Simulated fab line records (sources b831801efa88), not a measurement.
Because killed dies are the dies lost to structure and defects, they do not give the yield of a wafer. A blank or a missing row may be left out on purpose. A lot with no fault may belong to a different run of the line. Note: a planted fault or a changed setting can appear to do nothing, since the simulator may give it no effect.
2 desks looking at one fault | flow gf180mcu | every desk sees just its own numbers, and what lay behind them comes last

## FOR THE TOOL OWNER'S DESK: implanter-03
GF_MVSD_IMPLANT_09, tool's own readings: per-lot mean of the sampled wafers with a number, covering each lot this tool ran. Any lot whose mean is over 4 standard deviations away from the usual mean is out of limits and marked OUT; that distance is given in the brackets.
Columns: A = dose-ions-cm2 at GF_MVSD_IMPLANT_09, usual 5e+12
lot  | first seen here | A
L988 | day 4 17:04     | 5e+12
L991 | day 5 11:49     | 5e+12
L993 | day 6 01:29     | 5e+12
L995 | day 6 12:20     | 5e+12 (+44) OUT
L997 | day 7 00:38     | 5e+12 (+43) OUT
L107 | day 9 08:23     | 5e+12
L110 | day 10 02:17    | 5e+12
This desk's finding: out of limits on L995, L997; first on L995, day 6 12:20 (dose-ions-cm2 at GF_MVSD_IMPLANT_09). In limits: L988, L991, L993, L107, L110.

## FROM THE METROLOGY DESK
Lot by lot, what the gauges showed, no matter which tool ran the lot: averages of those sampled wafers that carry a number. Any lot whose mean is over 4 standard deviations away from the usual mean is out of limits and marked OUT; that distance is given in the brackets.
Columns: A = MVSD_RS at GF_VT_IMPLANT_RS_MEAS_46, usual 457.0 ohm/sq; B = HV_LDD_01_OVL at GF_HV_LDD_OVL_MEAS_20, usual -0.3 nm
lot  | first seen here | A                | B
L987 | day 7 16:22     | 456.2            | -2.4
L988 | day 7 22:58     | 456.8            | -0.4
L991 | day 8 20:00     | 458.9            | 0.9
L993 | day 9 12:40     | 455.4            | 0.5
L994 | day 10 00:40    | 457.2            | -1.7
L995 | day 10 00:58    | 451.7 (-4.1) OUT | 1.5
L997 | day 10 17:32    | 452.7            | 1.3
L100 | day 11 12:43    | 455.4            | 0.2
L104 | day 12 11:34    | 457.8            | -0.1
L107 | day 13 05:34    | 457.8            | -2.0
L108 | day 13 10:25    | 456.7            | -0.6
L109 | day 13 18:16    | 458.3            | -0.0
L110 | day 14 03:38    | 454.9            | 0.4
Per this desk, out of limits: L995; the first was L995, day 10 00:58 (MVSD_RS at GF_VT_IMPLANT_RS_MEAS_46). In limits: L987, L988, L991, L993, L994, L997, L100, L104, L107, L108, L109, L110.

## BROUGHT TOGETHER
The tool owner's desk could have raised an alarm at day 6 12:20, on L995, L997.
On L995, the metrology desk was in a position to raise an alarm at day 10 00:58.
The metrology desk has L997 on record, within its limits.
All the named lots went through GF_MVSD_IMPLANT_09 on implanter-03.

## WHAT HAD BEEN PUT IN BY THE SIMULATOR
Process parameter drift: implanter-03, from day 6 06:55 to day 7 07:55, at GF_MVSD_IMPLANT_09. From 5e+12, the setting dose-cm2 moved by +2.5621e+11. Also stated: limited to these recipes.
Shown lots that were struck: L995, L997.
Counting hours from when the fault started, the first reading out of limits came at 5 for the tool owner's desk and at 90 for the metrology desk.
